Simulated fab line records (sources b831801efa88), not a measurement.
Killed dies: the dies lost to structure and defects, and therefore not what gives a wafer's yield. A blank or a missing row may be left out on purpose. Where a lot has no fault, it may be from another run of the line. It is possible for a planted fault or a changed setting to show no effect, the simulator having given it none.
fab line records	flow sky130
record lots=6	wafers=18	last_day=50
route steps=708 shown VIA1@461
lots that met no fault: taken from a fault-free run of the same line
start_h: the number of hours between the record's first day and the start of the first shown wafer of the lot	wait_h: time in hours since the lot's previous step	" identical to the entry in the row above	L1.1+2: a row that stands for several wafers	- value missing, or start not given	* or withheld: withheld	< > ~ a bound
route shown NAME@n: NAME is a module with steps in the file, n the number in the route of the first one	usual: the fault-free wafers' mean and standard deviation	same: alike in all rows	chamber/n: place in a boat	sites: each site's reading	_std_site: their standard deviation	_edge_site: inner sites' mean taken away from outer sites' mean	radius_mm: how far each site lies from the wafer's centre	mask NAME#n: copy n	behind: the last tool/chamber to shape the wafer	hold: reason for holding the lot/hours on hold/outcome of the hold	device: transistor that didn't switch, given as n, p or np	end of line: the tests these same wafers got at the end of their route	where a step has no rows: the recipe by itself	killed: at the first sort, the dies lost to defects and structure; wafer yield is something else	map: a wafer's dies, marking killed ones x, the rest . and places with no die _
set.NAME: the run value of the setting; set.NAME@STEP: its run value at that earlier step	model.NAME: the simulator's own value behind a step, which no gauge read
lots at some steps of the route; a table a step, a row a wafer
services: the hour from which a tool's chamber was out of use, counted from the record's first day as start_h (under 0 if before that day), plus the number of hours and why
## steps
# step SKY_VIA1_BOW_MEAS_03
# recipe mode=bow
# usual VIA1_BOW=80/7.6
lot.wafer	tool	chamber	start_h	wait_h	VIA1_BOW[um]
L401.2	film_metro-02	-	789.98	0.1	77
L401.3	"	-	"	"	73
L401.6	"	-	"	"	73
L405.2	film_metro-03	-	824.30	0.3	80
L405.3	"	-	"	"	74
L405.5	"	-	"	"	81
L413.2	film_metro-04	-	883.86	0.3	76
L413.3	"	-	"	"	78
L413.5	"	-	"	"	66
L414.3	film_metro-04	-	886.61	0.3	68
L414.4	"	-	"	"	75
L414.6	"	-	"	"	71
L420.1	film_metro-04	-	935.23	0.2	74
L420.2	"	-	"	"	76
L420.6	"	-	"	"	80
L421.1	film_metro-03	-	938.08	0.1	85
L421.5	"	-	"	"	78
L421.6	"	-	"	"	83
# step SKY_VIA1_DEHYDRATE_04
# recipe temp_c=200	time_s=60
# step SKY_VIA1_HMDS_05
# recipe prime_time_s=60	prime_temp_c=120
# step SKY_VIA1_COAT_06
# recipe resist=BARC	temp_c=withheld	time_s=withheld	spin_rpm=3000	resist_thk_nm=60
# step SKY_VIA1_COAT_07
# recipe resist=KrF-thick	spin_rpm=3000	resist_thk_nm=450
# step SKY_VIA1_SOFTBAKE_08
# recipe temp_c=100	time_s=87.2	resist=KrF-thick
# step SKY_VIA1_EXPOSE_09
# recipe mask_id=VIM	na=0.8	source_shape=annular	sigma_inner=0.55	sigma_outer=0.85	target_cd_nm=150	dose_mj=38
# step SKY_VIA1_PEB_10
# recipe peb_temp_c=withheld	peb_time_s=withheld	resist=KrF-thick
# step SKY_VIA1_DEVELOP_11
# recipe develop_time_s=60	resist=KrF-thick	dev_temp_c=21
# step SKY_VIA1_CD_MEAS_12
# recipe target_cd_nm=150
# usual cd_nm=149.7/1.7
lot.wafer	tool	chamber	start_h	wait_h	cd_nm
L401.2	cd_sem-02	-	815.97	-	151.2
L401.3	"	-	"	"	151.7
L401.6	"	-	"	"	151.2
L405.2	cd_sem-01	-	850.45	-	147.0
L405.3	"	-	"	"	146.4
L405.5	"	-	"	"	147.2
L413.2	cd_sem-02	-	909.82	-	149.0
L413.3	"	-	"	"	148.4
L413.5	"	-	"	"	148.0
L414.3	cd_sem-02	-	911.87	-	151.6
L414.4	"	-	"	"	152.5
L414.6	"	-	"	"	149.6
L420.1	cd_sem-01	-	959.30	-	151.0
L420.2	"	-	"	"	147.7
L420.6	"	-	"	"	150.1
L421.1	cd_sem-01	-	962.86	-	152.4
L421.5	"	-	"	"	151.6
L421.6	"	-	"	"	151.3
# step SKY_VIA1_OVL_MEAS_13
# usual VIA1_OVL=0/6.6
lot.wafer	tool	chamber	start_h	wait_h	VIA1_OVL[nm]
L401.2	overlay-01	-	816.08	0.1	8
L401.3	"	-	"	"	-3
L401.6	"	-	"	"	13
L405.2	overlay-02	-	850.56	0.1	9
L405.3	"	-	"	"	-1
L405.5	"	-	"	"	6
L413.2	overlay-01	-	909.93	0.1	5
L413.3	"	-	"	"	-2
L413.5	"	-	"	"	-11
L414.3	overlay-02	-	911.97	0.1	1
L414.4	"	-	"	"	-7
L414.6	"	-	"	"	-11
L420.1	overlay-02	-	959.42	0.1	-1
L420.2	"	-	"	"	-2
L420.6	"	-	"	"	-1
L421.1	overlay-01	-	962.98	0.1	8
L421.5	"	-	"	"	7
L421.6	"	-	"	"	2
# step SKY_VIA1_ETCH_14
# recipe chemistry=N2/H2	target=BARC	ion_energy_ev=200	source_w=500	bias_w=100	pressure_mtorr=30	n2_flow_sccm=100	h2_flow_sccm=200	stop_on=SiO2	time_s=45.9	target_depth_a=600
# usual bias_w=99.99/0.27	chamber_pressure_mTorr=29.998/0.028	drypump_motor_current_A=5.7/0.41	n2_flow_sccm=100.0/0.3	oes_product_au=0.854/0.0046	throttle_valve_pct=13.224/0.0086
lot.wafer	tool	chamber	start_h	wait_h	bias_w	chamber_pressure_mTorr	drypump_motor_current_A	n2_flow_sccm	oes_product_au	rf_hours_counter_h	throttle_valve_pct
L401.2	rie_diel-02	3	816.11	0.0	100.29	30.006	5.9	99.3	0.847	6	13.216
L401.3	"	0	"	"	100.50	30.008	5.2	100.1	0.846	19	13.220
L401.6	"	2	"	"	100.02	30.002	5.5	100.3	0.859	-	13.231
L405.2	rie_diel-04	1	850.59	0.0	100.14	30.010	5.6	100.2	0.865	10	13.210
L405.3	"	3	"	"	100.02	29.998	6.4	99.4	0.855	3	13.225
L405.5	"	2	"	"	99.85	29.966	6.0	100.3	0.847	-	13.212
L413.2	rie_diel-04	0	909.96	0.0	100.14	30.040	5.4	99.6	0.857	19	13.225
L413.3	"	3	"	"	99.73	29.968	6.4	100.1	0.852	4	13.214
L413.5	"	3	"	"	99.96	29.965	6.4	100.0	0.854	-	13.210
L414.3	rie_diel-04	0	911.99	0.0	99.79	30.000	5.5	100.3	0.857	19	13.226
L414.4	"	1	"	"	100.26	29.991	5.7	100.2	0.849	12	13.224
L414.6	"	1	"	"	100.32	29.969	5.6	100.2	0.847	-	13.234
L420.1	rie_diel-04	2	959.46	0.0	100.63	29.958	6.0	99.7	0.853	16	13.230
L420.2	"	3	"	"	99.95	29.967	6.4	100.2	0.849	5	13.228
L420.6	"	0	"	"	99.73	29.986	5.5	99.9	0.857	-	13.215
L421.1	rie_diel-03	2	963.02	0.0	99.75	30.027	5.1	99.9	0.850	12	13.217
L421.5	"	0	"	"	99.93	30.020	5.9	100.2	0.854	-	13.236
L421.6	"	1	"	"	99.84	30.008	5.5	99.8	0.855	-	13.208
# step SKY_VIA1_ETCH_15
# recipe target=SiO2	chemistry=C4F8/O2/Ar	target_depth_nm=351	stop_on=TiN	mask_material=KrF-thick	source_w=1500	bias_w=1200	pressure_mtorr=40	c4f8_flow_sccm=withheld	O2_flow_sccm=6	Ar_flow_sccm=300	time_s=54
# usual bias_w=1199/3.5	chamber_pressure_mTorr=40.00/0.035	oes_product_au=0.979/0.0067
lot.wafer	tool	chamber	start_h	wait_h	bias_w	chamber_pressure_mTorr	oes_product_au	rf_hours_counter_h	model.KrF-thick_of_VIA1_COAT_07.thk_nm
L401.2	rie_diel-02	3	816.15	0.0	1201	40.01	0.981	6	320.8
L401.3	"	0	"	"	1200	40.01	0.973	19	322.7
L401.6	"	2	"	"	1195	39.99	0.975	-	320.4
L405.2	rie_diel-04	1	850.63	0.0	1201	39.96	0.976	10	322.8
L405.3	"	3	"	"	1199	40.06	0.963	3	323
L405.5	"	2	"	"	1204	39.97	0.984	-	321.2
L413.2	rie_diel-04	0	910.00	0.0	-	-	-	-	395
L413.3	"	3	"	"	-	-	-	-	395
L413.5	"	3	"	"	-	-	-	-	394.3
L414.3	rie_diel-04	0	912.03	0.0	-	-	-	-	390.6
L414.4	"	1	"	"	-	-	-	-	391.3
L414.6	"	1	"	"	-	-	-	-	391
L420.1	rie_diel-04	2	959.50	0.0	1199	40.04	0.978	16	324.6
L420.2	"	3	"	"	1203	40.00	0.966	5	327.9
L420.6	"	0	"	"	1200	40.03	0.983	-	326.4
L421.1	rie_diel-03	2	963.06	0.0	1190	40.00	0.980	12	322.3
L421.5	"	0	"	"	1203	40.04	0.979	-	322.6
L421.6	"	1	"	"	1200	39.95	0.972	-	321.9
# step SKY_VIA1_STRIP_16
# recipe chemistry=O2/N2	power_w=1400	pressure_mtorr=1500	platen_temp_c=withheld	o2_flow_sccm=3000	n2_flow_sccm=300	overash_fraction=0.5
# usual drypump_motor_current_A=5.75/0.25	n2_flow_sccm=300.0/0.98	oes_product_au=0.416/0.0045	strip_time_to_endpoint_s=4.462/0.025
lot.wafer	tool	chamber	start_h	wait_h	drypump_motor_current_A	n2_flow_sccm	oes_product_au	rf_hours_counter_h	strip_time_to_endpoint_s
L401.2	plasma_asher-02	1	816.19	0.0	5.50	300.9	0.416	60	4.443
L401.3	"	1	"	"	5.51	300.2	0.417	-	4.458
L401.6	"	0	"	"	5.65	300.0	0.417	-	4.450
L405.2	plasma_asher-04	1	850.68	0.0	5.79	300.4	0.417	107	4.454
L405.3	"	0	"	"	6.24	300.9	0.418	-	4.453
L405.5	"	1	"	"	5.78	300.6	0.416	-	4.441
L413.2	plasma_asher-02	1	910.05	0.0	5.51	299.9	0.450	71	5.218
L413.3	"	0	"	"	5.64	298.6	0.446	-	5.210
L413.5	"	1	"	"	5.52	300.3	0.453	-	5.214
L414.3	plasma_asher-04	0	912.11	0.1	6.24	300.1	0.447	-	5.176
L414.4	"	1	"	"	5.79	300.3	0.438	-	5.179
L414.6	"	0	"	"	6.22	301.1	0.450	-	5.183
L420.1	plasma_asher-02	0	959.55	0.0	5.61	299.5	0.418	75	4.481
L420.2	"	1	"	"	5.51	301.2	0.414	75	4.525
L420.6	"	1	"	"	5.49	299.7	0.417	-	4.485
L421.1	plasma_asher-02	0	963.11	0.0	5.62	300.5	0.411	76	4.463
L421.5	"	1	"	"	5.48	298.9	0.412	-	4.451
L421.6	"	0	"	"	5.64	299.4	0.415	-	4.463
# step SKY_VIA1_STRIP_17
# recipe chemistry=post_etch_residue_remover	time_s=1200	temp_c=72.5
## services
tool	chamber	start_h	hours	kind
rie_diel-04	-	794.95	2.3	repair
rie_diel-03	1	803.07	5.4	repair
rie_diel-02	1	808.25	-	clean
rie_diel-02	1	808.25	15.7	scheduled_down
rie_diel-02	1	808.25	15.7	vent_cycle
rie_diel-04	3	853.37	7.4	repair
rie_diel-02	0	855.87	4.3	repair
rie_diel-02	1	857.86	3.7	repair
rie_diel-04	0	881.71	4.0	repair
rie_diel-04	3	887.79	5.6	repair
rie_diel-03	0	899.35	15.1	repair
plasma_asher-04	-	903.41	7.3	repair
rie_diel-02	-	917.63	0.2	repair
rie_diel-02	0	922.45	3.1	repair
rie_diel-04	0	935.67	9.3	repair
## key
first_sign step=SKY_VIA1_ETCH_15	reading=tool_record	direction=missing
effect step=SKY_VIA1_STRIP_16	reading=strip_time_to_endpoint_s	direction=up	sigmas=29	usual=*	struck=*
model_effect step=SKY_VIA1_ETCH_15	value=KrF-thick_of_VIA1_COAT_07.thk_nm	without=323.5	struck=392.9
met_at SKY_VIA1_ETCH_15
struck_wafers L413.2,L413.3,L413.5,L414.3,L414.4,L414.6
later_rows_left_out L413.2,L413.3,L413.5,L414.3,L414.4,L414.6
sort_left_out L413.2,L413.3,L413.5,L414.3,L414.4,L414.6
onset_between 850.63 910.00
fault kind=skipped_step_whole	tool=rie_diel-04	chamber=-	onset_h=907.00	steps=SKY_VIA1_ETCH_15	scope=struck_lots_only
# sort_left_out: the simulated sort isn't trusted on such a fault, so these wafers' sort isn't shown, and their yield isn't known
# later_rows_left_out: the simulator's readings of these wafers behind a module that went badly wrong aren't trusted and aren't shown, but for the sort
